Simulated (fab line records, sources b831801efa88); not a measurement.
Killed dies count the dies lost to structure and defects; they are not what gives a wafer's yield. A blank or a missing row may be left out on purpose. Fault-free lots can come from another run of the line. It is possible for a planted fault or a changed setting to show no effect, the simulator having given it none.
Split-lot experiment / flow sky130 / 5 lots, 23 wafers read, on a route of 708 steps

## THE SPLIT ITSELF
At SKY_VIA4_DEVELOP_10 (develop time 60 s), the setting develop time s was moved away from the recipe's 60 s on 10 of the 23 wafers read, by -9.4% to +14.2%. All remaining wafers had this setting at the recipe value.

No step appears in the file between the split and the reading.

## THE READING
VIA4.cd nm (the simulator's own value, which no gauge read), in nm, at SKY_VIA4_ETCH_12 (etches SiO2 in C4F8/O2/Ar, stops on TiN, target depth 580 nm). The file does not state a usual value for it. Here, 13 wafers ran the recipe; their average is 798.7 nm with a standard deviation of 3.5 nm.

wafer=L074.2; tool, chamber at the split=litho track-04, 0; develop time s as run, s=60; against the recipe=recipe; VIA4.cd nm, nm=791.5; against lot-mates on the recipe=-
wafer=L074.4; tool, chamber at the split=litho track-04, 0; develop time s as run, s=60; against the recipe=recipe; VIA4.cd nm, nm=796.6; against lot-mates on the recipe=-
wafer=L074.5; tool, chamber at the split=litho track-04, 0; develop time s as run, s=60; against the recipe=recipe; VIA4.cd nm, nm=793.9; against lot-mates on the recipe=-
wafer=L076.1; tool, chamber at the split=litho track-01, 0; develop time s as run, s=67.42; against the recipe=+12.4%; VIA4.cd nm, nm=810.3; against lot-mates on the recipe=+11.1
wafer=L076.2; tool, chamber at the split=litho track-01, 0; develop time s as run, s=60; against the recipe=recipe; VIA4.cd nm, nm=799.4; against lot-mates on the recipe=-
wafer=L076.4; tool, chamber at the split=litho track-01, 0; develop time s as run, s=67.42; against the recipe=+12.4%; VIA4.cd nm, nm=807.5; against lot-mates on the recipe=+8.4
wafer=L076.5; tool, chamber at the split=litho track-01, 0; develop time s as run, s=60; against the recipe=recipe; VIA4.cd nm, nm=798.9; against lot-mates on the recipe=-
wafer=L076.6; tool, chamber at the split=litho track-01, 0; develop time s as run, s=67.42; against the recipe=+12.4%; VIA4.cd nm, nm=808.4; against lot-mates on the recipe=+9.2
wafer=L081.1; tool, chamber at the split=litho track-04, 0; develop time s as run, s=67.99; against the recipe=+13.3%; VIA4.cd nm, nm=815.3; against lot-mates on the recipe=+13.0
wafer=L081.2; tool, chamber at the split=litho track-04, 0; develop time s as run, s=60; against the recipe=recipe; VIA4.cd nm, nm=803; against lot-mates on the recipe=-
wafer=L081.3; tool, chamber at the split=litho track-04, 0; develop time s as run, s=60; against the recipe=recipe; VIA4.cd nm, nm=801.6; against lot-mates on the recipe=-
wafer=L081.5; tool, chamber at the split=litho track-04, 0; develop time s as run, s=67.99; against the recipe=+13.3%; VIA4.cd nm, nm=813.5; against lot-mates on the recipe=+11.2
wafer=L081.6; tool, chamber at the split=litho track-04, 0; develop time s as run, s=67.99; against the recipe=+13.3%; VIA4.cd nm, nm=812; against lot-mates on the recipe=+9.7
wafer=L083.1; tool, chamber at the split=litho track-04, 0; develop time s as run, s=54.38; against the recipe=-9.4%; VIA4.cd nm, nm=791.7; against lot-mates on the recipe=-10.6
wafer=L083.2; tool, chamber at the split=litho track-04, 0; develop time s as run, s=54.38; against the recipe=-9.4%; VIA4.cd nm, nm=792.3; against lot-mates on the recipe=-10.0
wafer=L083.3; tool, chamber at the split=litho track-04, 0; develop time s as run, s=60; against the recipe=recipe; VIA4.cd nm, nm=800.2; against lot-mates on the recipe=-
wafer=L083.4; tool, chamber at the split=litho track-04, 0; develop time s as run, s=60; against the recipe=recipe; VIA4.cd nm, nm=802.1; against lot-mates on the recipe=-
wafer=L083.6; tool, chamber at the split=litho track-04, 0; develop time s as run, s=60; against the recipe=recipe; VIA4.cd nm, nm=804.5; against lot-mates on the recipe=-
wafer=L085.1; tool, chamber at the split=litho track-02, 0; develop time s as run, s=68.55; against the recipe=+14.2%; VIA4.cd nm, nm=807.8; against lot-mates on the recipe=+10.6
wafer=L085.2; tool, chamber at the split=litho track-02, 0; develop time s as run, s=60; against the recipe=recipe; VIA4.cd nm, nm=798.4; against lot-mates on the recipe=-
wafer=L085.4; tool, chamber at the split=litho track-02, 0; develop time s as run, s=60; against the recipe=recipe; VIA4.cd nm, nm=796.5; against lot-mates on the recipe=-
wafer=L085.5; tool, chamber at the split=litho track-02, 0; develop time s as run, s=68.55; against the recipe=+14.2%; VIA4.cd nm, nm=811.9; against lot-mates on the recipe=+14.7
wafer=L085.6; tool, chamber at the split=litho track-02, 0; develop time s as run, s=60; against the recipe=recipe; VIA4.cd nm, nm=796.8; against lot-mates on the recipe=-

THE FIT
A straight line over all 23 wafers: VIA4.cd nm changes by +0.879 nm for each +1% of develop time s; r = +0.90; the points scatter about the line by 3.2 nm.
The same after taking each lot's own level away (the mean of its wafers on the recipe; 23 wafers): +0.887 nm for each +1%; r = +0.97; scatter 1.6 nm.
According to that fit, moving develop time s by its largest amount changes the reading by 13 nm.
Across the lots, their own levels run from 794.00 to 802.30 nm, a range of 2.3 times the standard deviation given above.
So the lot-to-lot level changes the slope little: the two slopes agree.
Check: +12.5 nm against its lot-mates is what the line predicts for one of the wafers moved furthest among these (+14.2%) when that wafer is left out of the fit. Against them it came out at +10.6 nm.

## THE FILE'S OWN FIT
VIA4.cd nm changes by +0.878 nm for each +1% of develop time s, r = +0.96.
